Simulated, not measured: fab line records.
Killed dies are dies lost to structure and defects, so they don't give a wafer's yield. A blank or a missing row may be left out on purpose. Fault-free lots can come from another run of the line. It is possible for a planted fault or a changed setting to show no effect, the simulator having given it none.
A sampling plan put to the test / flow sky130 / one fab line, 45 faults that these records tell of, each judged on the records of the lots that it struck
The plan consists of the line's own looks: route steps at which the wafer is read by a gauge or an inspection but not changed. A look can be judged if struck wafers have a number there and the file gives its usual mean and standard deviation on fault-free wafers. Caught: a look later than the fault's first step finds the struck wafers' mean 4 or more of those standard deviations (sigma) from the usual mean. On the tool: the same test on the tool's own readings at the fault's steps. It also counts as caught if the struck wafers ran another recipe or if their record alone is blank.

## THE FAULTS, as the simulator had put them in
1. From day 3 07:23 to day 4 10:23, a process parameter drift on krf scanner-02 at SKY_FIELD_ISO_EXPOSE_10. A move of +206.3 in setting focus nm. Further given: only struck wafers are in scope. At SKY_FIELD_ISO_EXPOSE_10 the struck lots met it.
2. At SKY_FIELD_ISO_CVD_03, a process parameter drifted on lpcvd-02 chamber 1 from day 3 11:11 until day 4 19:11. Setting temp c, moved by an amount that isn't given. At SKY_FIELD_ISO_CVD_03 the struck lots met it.
3. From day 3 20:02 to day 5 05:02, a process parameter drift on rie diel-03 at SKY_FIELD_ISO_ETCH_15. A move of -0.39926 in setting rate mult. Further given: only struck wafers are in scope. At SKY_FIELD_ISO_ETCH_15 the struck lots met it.
4. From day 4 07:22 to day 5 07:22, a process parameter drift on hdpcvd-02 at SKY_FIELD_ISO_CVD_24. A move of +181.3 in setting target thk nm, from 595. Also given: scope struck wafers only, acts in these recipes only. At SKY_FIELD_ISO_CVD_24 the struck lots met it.
5. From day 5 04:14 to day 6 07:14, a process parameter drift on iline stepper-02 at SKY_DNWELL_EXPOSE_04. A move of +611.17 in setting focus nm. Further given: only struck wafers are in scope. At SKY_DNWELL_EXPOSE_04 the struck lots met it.
6. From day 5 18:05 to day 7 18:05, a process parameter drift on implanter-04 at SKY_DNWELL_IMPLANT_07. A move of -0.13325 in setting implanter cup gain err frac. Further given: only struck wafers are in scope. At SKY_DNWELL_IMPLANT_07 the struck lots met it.
7. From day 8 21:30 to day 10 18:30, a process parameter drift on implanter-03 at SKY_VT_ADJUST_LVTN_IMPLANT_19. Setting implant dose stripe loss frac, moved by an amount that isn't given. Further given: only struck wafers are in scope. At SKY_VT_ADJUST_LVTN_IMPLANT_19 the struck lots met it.
8. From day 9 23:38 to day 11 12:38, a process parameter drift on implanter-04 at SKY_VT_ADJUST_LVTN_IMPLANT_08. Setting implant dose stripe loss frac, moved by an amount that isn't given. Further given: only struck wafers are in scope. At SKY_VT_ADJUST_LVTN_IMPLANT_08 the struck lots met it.
9. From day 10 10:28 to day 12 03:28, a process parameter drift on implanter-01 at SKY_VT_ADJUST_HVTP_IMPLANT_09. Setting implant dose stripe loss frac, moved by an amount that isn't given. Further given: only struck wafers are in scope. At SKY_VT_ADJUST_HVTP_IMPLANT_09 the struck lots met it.
10. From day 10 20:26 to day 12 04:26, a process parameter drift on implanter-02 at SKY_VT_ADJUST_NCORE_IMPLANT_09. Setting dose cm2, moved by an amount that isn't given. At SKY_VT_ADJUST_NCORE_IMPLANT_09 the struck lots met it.
11. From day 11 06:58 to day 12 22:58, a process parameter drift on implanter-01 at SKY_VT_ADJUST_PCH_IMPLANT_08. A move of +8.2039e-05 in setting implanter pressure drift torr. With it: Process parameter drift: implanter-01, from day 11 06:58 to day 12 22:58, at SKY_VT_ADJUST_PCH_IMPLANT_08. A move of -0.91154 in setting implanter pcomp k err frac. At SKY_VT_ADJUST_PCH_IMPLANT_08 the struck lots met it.
12. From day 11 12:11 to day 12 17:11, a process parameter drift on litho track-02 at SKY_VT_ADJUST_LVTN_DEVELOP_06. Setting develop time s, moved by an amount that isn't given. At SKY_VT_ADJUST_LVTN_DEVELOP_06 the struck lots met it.
13. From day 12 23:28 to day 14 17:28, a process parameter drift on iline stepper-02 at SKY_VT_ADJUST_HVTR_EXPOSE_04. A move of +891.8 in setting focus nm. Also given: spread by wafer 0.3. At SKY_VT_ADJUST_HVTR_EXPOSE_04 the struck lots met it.
14. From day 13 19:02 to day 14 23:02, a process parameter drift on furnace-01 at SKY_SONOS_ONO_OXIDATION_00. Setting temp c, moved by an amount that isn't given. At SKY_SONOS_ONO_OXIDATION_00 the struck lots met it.
15. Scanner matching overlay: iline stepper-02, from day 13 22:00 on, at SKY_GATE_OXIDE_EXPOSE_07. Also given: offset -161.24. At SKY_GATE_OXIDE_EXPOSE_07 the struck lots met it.
16. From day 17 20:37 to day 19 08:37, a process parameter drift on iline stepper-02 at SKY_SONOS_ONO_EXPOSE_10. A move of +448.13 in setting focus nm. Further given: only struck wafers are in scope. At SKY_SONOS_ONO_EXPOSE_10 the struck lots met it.
17. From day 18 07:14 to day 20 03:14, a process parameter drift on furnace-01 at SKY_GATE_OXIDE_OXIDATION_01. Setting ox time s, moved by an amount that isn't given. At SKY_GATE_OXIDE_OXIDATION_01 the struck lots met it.
18. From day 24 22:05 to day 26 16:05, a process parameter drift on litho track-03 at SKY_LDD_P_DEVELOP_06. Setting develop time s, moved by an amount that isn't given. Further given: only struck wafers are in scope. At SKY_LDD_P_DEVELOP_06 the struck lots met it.
19. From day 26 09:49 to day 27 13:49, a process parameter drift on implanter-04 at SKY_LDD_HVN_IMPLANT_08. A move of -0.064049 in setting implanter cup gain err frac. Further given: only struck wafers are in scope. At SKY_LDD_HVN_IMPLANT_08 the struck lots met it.
20. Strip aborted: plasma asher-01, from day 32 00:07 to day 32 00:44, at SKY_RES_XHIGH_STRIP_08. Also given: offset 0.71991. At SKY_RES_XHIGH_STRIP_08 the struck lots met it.
21. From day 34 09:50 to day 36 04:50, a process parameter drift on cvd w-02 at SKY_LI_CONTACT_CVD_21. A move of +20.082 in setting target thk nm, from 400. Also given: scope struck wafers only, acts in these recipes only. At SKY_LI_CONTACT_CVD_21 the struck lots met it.
22. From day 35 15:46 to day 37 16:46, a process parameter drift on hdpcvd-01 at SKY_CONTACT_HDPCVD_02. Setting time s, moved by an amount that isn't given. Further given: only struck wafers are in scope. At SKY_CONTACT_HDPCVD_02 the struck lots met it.
23. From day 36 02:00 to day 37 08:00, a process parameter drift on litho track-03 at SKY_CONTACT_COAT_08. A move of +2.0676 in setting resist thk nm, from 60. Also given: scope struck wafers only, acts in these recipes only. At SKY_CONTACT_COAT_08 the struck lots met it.
24. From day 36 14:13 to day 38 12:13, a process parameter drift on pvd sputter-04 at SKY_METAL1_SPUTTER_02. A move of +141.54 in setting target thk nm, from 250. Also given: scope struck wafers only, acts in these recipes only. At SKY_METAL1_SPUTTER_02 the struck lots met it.
25. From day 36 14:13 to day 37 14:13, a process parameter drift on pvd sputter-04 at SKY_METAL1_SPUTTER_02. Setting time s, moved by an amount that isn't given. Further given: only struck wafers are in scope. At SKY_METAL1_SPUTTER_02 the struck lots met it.
26. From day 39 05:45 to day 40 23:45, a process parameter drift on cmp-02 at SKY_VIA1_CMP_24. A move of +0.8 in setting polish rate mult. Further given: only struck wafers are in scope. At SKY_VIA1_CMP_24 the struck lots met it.
27. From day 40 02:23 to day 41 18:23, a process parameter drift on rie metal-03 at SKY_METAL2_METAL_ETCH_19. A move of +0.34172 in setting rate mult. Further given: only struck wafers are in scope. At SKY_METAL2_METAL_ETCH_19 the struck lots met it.
28. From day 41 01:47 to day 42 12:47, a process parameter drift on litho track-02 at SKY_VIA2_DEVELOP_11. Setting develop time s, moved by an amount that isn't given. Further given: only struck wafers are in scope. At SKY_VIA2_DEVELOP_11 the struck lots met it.
29. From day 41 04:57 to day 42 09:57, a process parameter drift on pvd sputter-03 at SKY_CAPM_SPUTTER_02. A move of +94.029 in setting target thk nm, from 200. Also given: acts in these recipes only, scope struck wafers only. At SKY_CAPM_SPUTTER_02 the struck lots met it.
30. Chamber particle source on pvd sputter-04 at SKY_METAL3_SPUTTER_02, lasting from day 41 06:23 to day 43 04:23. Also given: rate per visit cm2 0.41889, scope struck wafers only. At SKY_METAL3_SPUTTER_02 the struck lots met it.
31. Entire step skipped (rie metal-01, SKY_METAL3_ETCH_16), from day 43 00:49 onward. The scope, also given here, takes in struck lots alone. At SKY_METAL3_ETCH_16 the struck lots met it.
32. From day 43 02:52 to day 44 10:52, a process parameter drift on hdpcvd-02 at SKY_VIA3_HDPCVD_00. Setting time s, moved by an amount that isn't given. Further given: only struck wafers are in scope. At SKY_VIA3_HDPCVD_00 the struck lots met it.
33. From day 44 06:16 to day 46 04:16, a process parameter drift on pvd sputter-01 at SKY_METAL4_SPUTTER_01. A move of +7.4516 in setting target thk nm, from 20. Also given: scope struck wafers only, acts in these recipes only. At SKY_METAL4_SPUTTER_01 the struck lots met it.
34. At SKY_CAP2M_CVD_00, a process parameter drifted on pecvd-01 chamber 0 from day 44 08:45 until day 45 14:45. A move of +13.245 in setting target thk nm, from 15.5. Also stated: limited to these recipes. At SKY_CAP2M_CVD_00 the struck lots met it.
35. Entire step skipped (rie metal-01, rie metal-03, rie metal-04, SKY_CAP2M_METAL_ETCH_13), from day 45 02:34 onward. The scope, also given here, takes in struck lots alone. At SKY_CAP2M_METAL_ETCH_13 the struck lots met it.
36. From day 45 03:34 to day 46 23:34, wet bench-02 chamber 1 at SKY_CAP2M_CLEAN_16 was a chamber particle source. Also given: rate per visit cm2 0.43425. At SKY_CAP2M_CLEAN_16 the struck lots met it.
37. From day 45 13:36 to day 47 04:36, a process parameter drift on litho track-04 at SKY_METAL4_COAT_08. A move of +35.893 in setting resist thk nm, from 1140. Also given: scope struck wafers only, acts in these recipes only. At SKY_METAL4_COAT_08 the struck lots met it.
38. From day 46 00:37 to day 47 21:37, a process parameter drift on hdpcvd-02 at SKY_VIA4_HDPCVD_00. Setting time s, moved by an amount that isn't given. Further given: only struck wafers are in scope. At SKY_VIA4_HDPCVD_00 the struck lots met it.
39. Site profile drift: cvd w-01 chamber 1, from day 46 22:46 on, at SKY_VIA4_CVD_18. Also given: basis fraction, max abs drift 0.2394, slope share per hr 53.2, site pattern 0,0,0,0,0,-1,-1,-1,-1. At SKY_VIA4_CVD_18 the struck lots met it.
40. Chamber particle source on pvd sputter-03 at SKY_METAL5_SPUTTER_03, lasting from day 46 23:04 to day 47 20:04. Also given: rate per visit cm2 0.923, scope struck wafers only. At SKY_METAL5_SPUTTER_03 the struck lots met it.
41. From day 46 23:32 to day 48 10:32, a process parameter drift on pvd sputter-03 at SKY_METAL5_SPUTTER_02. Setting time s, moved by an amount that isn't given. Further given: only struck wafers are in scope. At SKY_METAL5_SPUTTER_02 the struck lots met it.
42. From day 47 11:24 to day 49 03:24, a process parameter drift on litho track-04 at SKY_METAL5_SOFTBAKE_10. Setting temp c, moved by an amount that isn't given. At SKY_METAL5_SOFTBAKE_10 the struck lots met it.
43. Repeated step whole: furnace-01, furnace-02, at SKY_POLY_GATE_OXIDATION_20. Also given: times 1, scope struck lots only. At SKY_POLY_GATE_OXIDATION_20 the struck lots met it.
44. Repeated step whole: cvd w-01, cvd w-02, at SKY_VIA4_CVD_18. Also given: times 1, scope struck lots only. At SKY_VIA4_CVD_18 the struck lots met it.
45. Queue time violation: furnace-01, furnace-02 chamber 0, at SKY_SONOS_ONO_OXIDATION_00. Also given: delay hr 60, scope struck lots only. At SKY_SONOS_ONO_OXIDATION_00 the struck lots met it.

## WHAT THE PLAN SAW
fault=1; on the tool itself=under 2 sigma; first look that catches it=SKY_FIELD_ISO_CD_MEAS_13; reading, sigma=cd nm -11; median hours from its first step to that look=7.8; hours from the fault's start to the first struck lot there=15; judged looks passed uncaught=0
fault=2; on the tool itself=susceptor temp C -33 sigma; first look that catches it=SKY_FIELD_ISO_THK_MEAS_04; reading, sigma=FIELD_ISO_CVD_03_THK -22; median hours from its first step to that look=1.8; hours from the fault's start to the first struck lot there=4; judged looks passed uncaught=0
fault=3; on the tool itself=oes product au -30 sigma; first look that catches it=none of the 2 looks that can be judged after it; reading, sigma=-; median hours from its first step to that look=-; hours from the fault's start to the first struck lot there=-; judged looks passed uncaught=2
fault=4; on the tool itself=no reading that can be judged; first look that catches it=SKY_FIELD_ISO_THK_MEAS_25; reading, sigma=FIELD_ISO_CVD_24_THK +31; median hours from its first step to that look=0.1; hours from the fault's start to the first struck lot there=2; judged looks passed uncaught=0
fault=5; on the tool itself=no reading that can be judged; first look that catches it=none of the 5 looks that can be judged after it; reading, sigma=-; median hours from its first step to that look=-; hours from the fault's start to the first struck lot there=-; judged looks passed uncaught=5
fault=6; on the tool itself=no reading that can be judged; first look that catches it=SKY_DNWELL_TW_MEAS_09; reading, sigma=DNWELL_TW +5.7; median hours from its first step to that look=0.2; hours from the fault's start to the first struck lot there=2; judged looks passed uncaught=0
fault=7; on the tool itself=under 2 sigma; first look that catches it=none of the 7 looks that can be judged after it; reading, sigma=strongest: VT_ADJUST_LVTN_2_TW at SKY_VT_ADJUST_LVTN_TW_MEAS_21, -2.2; median hours from its first step to that look=-; hours from the fault's start to the first struck lot there=-; judged looks passed uncaught=7
fault=8; on the tool itself=no reading that can be judged; first look that catches it=SKY_VT_ADJUST_LVTN_TW_MEAS_10; reading, sigma=VT_ADJUST_LVTN_TW -8.5; median hours from its first step to that look=0.2; hours from the fault's start to the first struck lot there=18; judged looks passed uncaught=0
fault=9; on the tool itself=no reading that can be judged; first look that catches it=none of the 7 looks that can be judged after it; reading, sigma=strongest: VT_ADJUST_HVTP_TW at SKY_VT_ADJUST_HVTP_TW_MEAS_11, -2.7; median hours from its first step to that look=-; hours from the fault's start to the first struck lot there=-; judged looks passed uncaught=7
fault=10; on the tool itself=dose ions cm2 +99 or beyond sigma; first look that catches it=not the one look that can be judged after it; reading, sigma=strongest: VT_ADJUST_NCORE_TW at SKY_VT_ADJUST_NCORE_TW_MEAS_11, +2.6; median hours from its first step to that look=-; hours from the fault's start to the first struck lot there=-; judged looks passed uncaught=1
fault=11; on the tool itself=end station pressure torr +99 or beyond sigma; first look that catches it=SKY_VT_ADJUST_PCH_TW_MEAS_10; reading, sigma=VT_ADJUST_PCH_TW +7.3; median hours from its first step to that look=0.2; hours from the fault's start to the first struck lot there=1; judged looks passed uncaught=0
fault=12; on the tool itself=no reading that can be judged; first look that catches it=SKY_VT_ADJUST_LVTN_TW_MEAS_10; reading, sigma=VT_ADJUST_LVTN_TW -69; median hours from its first step to that look=1.2; hours from the fault's start to the first struck lot there=19; judged looks passed uncaught=0
fault=13; on the tool itself=no reading that can be judged; first look that catches it=SKY_VT_ADJUST_HVTR_CD_MEAS_07; reading, sigma=cd nm -4.6; median hours from its first step to that look=12.6; hours from the fault's start to the first struck lot there=35; judged looks passed uncaught=0
fault=14; on the tool itself=tube center temp C -99 or beyond sigma; first look that catches it=SKY_SONOS_ONO_THK_MEAS_01; reading, sigma=SONOS_ONO_OXIDATION_THK -8.7; median hours from its first step to that look=1.3; hours from the fault's start to the first struck lot there=4; judged looks passed uncaught=0
fault=15; on the tool itself=under 2 sigma; first look that catches it=SKY_GATE_OXIDE_OVL_MEAS_10; reading, sigma=GATE_OXIDE_OVL -99 or beyond; median hours from its first step to that look=14.2; hours from the fault's start to the first struck lot there=18; judged looks passed uncaught=0
fault=16; on the tool itself=under 2 sigma; first look that catches it=SKY_SONOS_ONO_CD_MEAS_13; reading, sigma=cd nm -11; median hours from its first step to that look=14.2; hours from the fault's start to the first struck lot there=17; judged looks passed uncaught=0
fault=17; on the tool itself=under 2 sigma; first look that catches it=SKY_GATE_OXIDE_THK_MEAS_02; reading, sigma=GATE_OXIDE_OXIDATION_00_THK -17; median hours from its first step to that look=1.4; hours from the fault's start to the first struck lot there=9; judged looks passed uncaught=0
fault=18; on the tool itself=under 2 sigma; first look that catches it=SKY_LDD_P_CD_MEAS_07; reading, sigma=cd nm +10; median hours from its first step to that look=0.1; hours from the fault's start to the first struck lot there=4; judged looks passed uncaught=0
fault=19; on the tool itself=no reading that can be judged; first look that catches it=SKY_LDD_HVN_TW_MEAS_10; reading, sigma=LDD_HVN_TW +4.5; median hours from its first step to that look=0.2; hours from the fault's start to the first struck lot there=3; judged looks passed uncaught=0
fault=20; on the tool itself=oes product au +43 sigma; first look that catches it=SKY_SD_N_TW_MEAS_12; reading, sigma=SD_N_TW -99 or beyond; median hours from its first step to that look=27.5; hours from the fault's start to the first struck lot there=28; judged looks passed uncaught=0
fault=21; on the tool itself=under 2 sigma; first look that catches it=SKY_LI_CONTACT_RS_MEAS_22; reading, sigma=LI_CONTACT_W_RS -5.0; median hours from its first step to that look=0.1; hours from the fault's start to the first struck lot there=1; judged looks passed uncaught=0
fault=22; on the tool itself=run length s -10 sigma; first look that catches it=SKY_CONTACT_THK_MEAS_03; reading, sigma=CONTACT_HDPCVD_THK -4.3; median hours from its first step to that look=0.1; hours from the fault's start to the first struck lot there=1; judged looks passed uncaught=0
fault=23; on the tool itself=under 2 sigma; first look that catches it=not the one look that can be judged after it; reading, sigma=-; median hours from its first step to that look=-; hours from the fault's start to the first struck lot there=-; judged looks passed uncaught=1
fault=24; on the tool itself=under 2 sigma; first look that catches it=SKY_METAL1_RS_MEAS_05; reading, sigma=METAL1_ALCU_RS -26; median hours from its first step to that look=0.1; hours from the fault's start to the first struck lot there=2; judged looks passed uncaught=0
fault=25; on the tool itself=under 2 sigma; first look that catches it=none of the 4 looks that can be judged after it; reading, sigma=-; median hours from its first step to that look=-; hours from the fault's start to the first struck lot there=-; judged looks passed uncaught=4
fault=26; on the tool itself=time to endpoint s -7.4 sigma; first look that catches it=none of the 4 looks that can be judged after it; reading, sigma=-; median hours from its first step to that look=-; hours from the fault's start to the first struck lot there=-; judged looks passed uncaught=4
fault=27; on the tool itself=under 2 sigma; first look that catches it=not the one look that can be judged after it; reading, sigma=strongest: VIA2_BOW at SKY_VIA2_BOW_MEAS_03, -3.2; median hours from its first step to that look=-; hours from the fault's start to the first struck lot there=-; judged looks passed uncaught=1
fault=28; on the tool itself=no reading that can be judged; first look that catches it=SKY_VIA2_CD_MEAS_12; reading, sigma=cd nm -12; median hours from its first step to that look=0.5; hours from the fault's start to the first struck lot there=1; judged looks passed uncaught=0
fault=29; on the tool itself=under 2 sigma; first look that catches it=SKY_CAPM_RS_MEAS_03; reading, sigma=CAPM_TIN_RS -26; median hours from its first step to that look=0.1; hours from the fault's start to the first struck lot there=0; judged looks passed uncaught=0
fault=30; on the tool itself=under 2 sigma; first look that catches it=not the one look that can be judged after it; reading, sigma=-; median hours from its first step to that look=-; hours from the fault's start to the first struck lot there=-; judged looks passed uncaught=1
fault=31; on the tool itself=the tool's record is blank for the struck wafers; first look that catches it=no look after it can be judged; reading, sigma=-; median hours from its first step to that look=-; hours from the fault's start to the first struck lot there=-; judged looks passed uncaught=0
fault=32; on the tool itself=run length s -17 sigma; first look that catches it=not the one look that can be judged after it; reading, sigma=strongest: VIA3_HDPCVD_THK at SKY_VIA3_THK_MEAS_01, -2.2; median hours from its first step to that look=-; hours from the fault's start to the first struck lot there=-; judged looks passed uncaught=1
fault=33; on the tool itself=under 2 sigma; first look that catches it=no look after it can be judged; reading, sigma=-; median hours from its first step to that look=-; hours from the fault's start to the first struck lot there=-; judged looks passed uncaught=0
fault=34; on the tool itself=under 2 sigma; first look that catches it=SKY_CAP2M_THK_MEAS_01; reading, sigma=CAP2M_CVD_00_THK +50; median hours from its first step to that look=0.0; hours from the fault's start to the first struck lot there=3; judged looks passed uncaught=0
fault=35; on the tool itself=the tool's record is blank for the struck wafers; first look that catches it=no look after it can be judged; reading, sigma=-; median hours from its first step to that look=-; hours from the fault's start to the first struck lot there=-; judged looks passed uncaught=0
fault=36; on the tool itself=no reading that can be judged; first look that catches it=no look after it can be judged; reading, sigma=-; median hours from its first step to that look=-; hours from the fault's start to the first struck lot there=-; judged looks passed uncaught=0
fault=37; on the tool itself=no reading that can be judged; first look that catches it=none of the 2 looks that can be judged after it; reading, sigma=-; median hours from its first step to that look=-; hours from the fault's start to the first struck lot there=-; judged looks passed uncaught=2
fault=38; on the tool itself=run length s -30 sigma; first look that catches it=none of the 2 looks that can be judged after it; reading, sigma=strongest: VIA4_HDPCVD_THK at SKY_VIA4_THK_MEAS_01, -2.5; median hours from its first step to that look=-; hours from the fault's start to the first struck lot there=-; judged looks passed uncaught=2
fault=39; on the tool itself=under 2 sigma; first look that catches it=SKY_VIA4_RS_MEAS_19; reading, sigma=VIA4_W_RS +11; median hours from its first step to that look=0.2; hours from the fault's start to the first struck lot there=1; judged looks passed uncaught=0
fault=40; on the tool itself=under 2 sigma; first look that catches it=no look after it can be judged; reading, sigma=-; median hours from its first step to that look=-; hours from the fault's start to the first struck lot there=-; judged looks passed uncaught=0
fault=41; on the tool itself=under 2 sigma; first look that catches it=none of the 2 looks that can be judged after it; reading, sigma=strongest: METAL5_ALCU_RS at SKY_METAL5_RS_MEAS_05, +3.1; median hours from its first step to that look=-; hours from the fault's start to the first struck lot there=-; judged looks passed uncaught=2
fault=42; on the tool itself=heater power total W +56 sigma; first look that catches it=no look after it can be judged; reading, sigma=-; median hours from its first step to that look=-; hours from the fault's start to the first struck lot there=-; judged looks passed uncaught=0
fault=43; on the tool itself=under 2 sigma; first look that catches it=SKY_POLY_GATE_THK_MEAS_21; reading, sigma=POLY_GATE_OXIDATION_THK +27; median hours from its first step to that look=4.6; hours from the fault's start to the first struck lot there=-; judged looks passed uncaught=0
fault=44; on the tool itself=under 2 sigma; first look that catches it=SKY_VIA4_RS_MEAS_19; reading, sigma=VIA4_W_RS -32; median hours from its first step to that look=0.6; hours from the fault's start to the first struck lot there=-; judged looks passed uncaught=0
fault=45; on the tool itself=under 2 sigma; first look that catches it=not the one look that can be judged after it; reading, sigma=-; median hours from its first step to that look=-; hours from the fault's start to the first struck lot there=-; judged looks passed uncaught=1
A dash: this means the fault isn't caught or the number doesn't appear in these records.

Caught at a look: 24 of 45. Caught on the tool: 13 of 45. By one or the other: 32 of 45.
Caught on the tool alone: faults 3, 10, 26, 31, 32, 35, 38, 42.
Caught at a look alone: faults 1, 4, 6, 8, 12, 13, 15, 16, 17, 18, 19, 21, 24, 28, 29, 34, 39, 43, 44.
Caught by neither: faults 5, 7, 9, 23, 25, 27, 30, 33, 36, 37, 40, 41, 45.

## THINNER SAMPLING
In the worst case, this is how late the first struck lot would be measured if the look that catches a fault measured only every second or every third lot, by lot number:
fault=1; struck lots at that look, in order of time=L782, L785; every lot=15 h; every second lot=30 h; every third lot=may miss all 2
fault=2; struck lots at that look, in order of time=L826, L827; every lot=4 h; every second lot=10 h; every third lot=may miss all 2
fault=4; struck lots at that look, in order of time=L763, L764, L766; every lot=2 h; every second lot=10 h; every third lot=may miss all 3
fault=6; struck lots at that look, in order of time=L867, L871, L873; every lot=2 h; every second lot=may miss all 3; every third lot=may miss all 3
fault=8; struck lots at that look, in order of time=L622, L623; every lot=18 h; every second lot=27 h; every third lot=may miss all 2
fault=11; struck lots at that look, in order of time=L417, L421; every lot=1 h; every second lot=may miss all 2; every third lot=may miss all 2
fault=12; struck lots at that look, in order of time=L435, L436; every lot=19 h; every second lot=25 h; every third lot=may miss all 2
fault=13; struck lots at that look, in order of time=L659, L660; every lot=35 h; every second lot=45 h; every third lot=may miss all 2
fault=14; struck lots at that look, in order of time=L682, L683; every lot=4 h; every second lot=12 h; every third lot=may miss all 2
fault=15; struck lots at that look, in order of time=L694, L696, L697, L701; every lot=18 h; every second lot=127 h; every third lot=128 h
fault=16; struck lots at that look, in order of time=L940, L941, L944; every lot=17 h; every second lot=24 h; every third lot=may miss all 3
fault=17; struck lots at that look, in order of time=L479, L480; every lot=9 h; every second lot=16 h; every third lot=may miss all 2
fault=18; struck lots at that look, in order of time=L669, L673; every lot=4 h; every second lot=may miss all 2; every third lot=may miss all 2
fault=19; struck lots at that look, in order of time=L170, L172; every lot=3 h; every second lot=may miss all 2; every third lot=may miss all 2
fault=20; struck lots at that look, in order of time=L262; every lot=28 h; every second lot=may miss it; every third lot=may miss it
fault=21; struck lots at that look, in order of time=L721, L723; every lot=1 h; every second lot=may miss all 2; every third lot=may miss all 2
fault=22; struck lots at that look, in order of time=L245, L248, L250; every lot=1 h; every second lot=6 h; every third lot=may miss all 3
fault=24; struck lots at that look, in order of time=L342, L340, L346; every lot=2 h; every second lot=may miss all 3; every third lot=may miss all 3
fault=28; struck lots at that look, in order of time=L357, L362, L363; every lot=1 h; every second lot=4 h; every third lot=may miss all 3
fault=29; struck lots at that look, in order of time=L607, L611; every lot=0 h; every second lot=may miss all 2; every third lot=may miss all 2
fault=34; struck lots at that look, in order of time=L314, L316; every lot=3 h; every second lot=may miss all 2; every third lot=may miss all 2
fault=39; struck lots at that look, in order of time=L628; every lot=1 h; every second lot=may miss it; every third lot=may miss it
Hours: fault start to first struck lot measured. Since the struck wafers were tested as one group against 4 sigma, a single lot by itself may lie under the limit. Other struck lots may not be in these records.

## THE LONGEST TIMED WAY FROM STEP TO LOOK
In fault 20, a median of 27.5 hours elapses between SKY_RES_XHIGH_STRIP_08 and SKY_SD_N_TW_MEAS_12. No look between them can be judged.
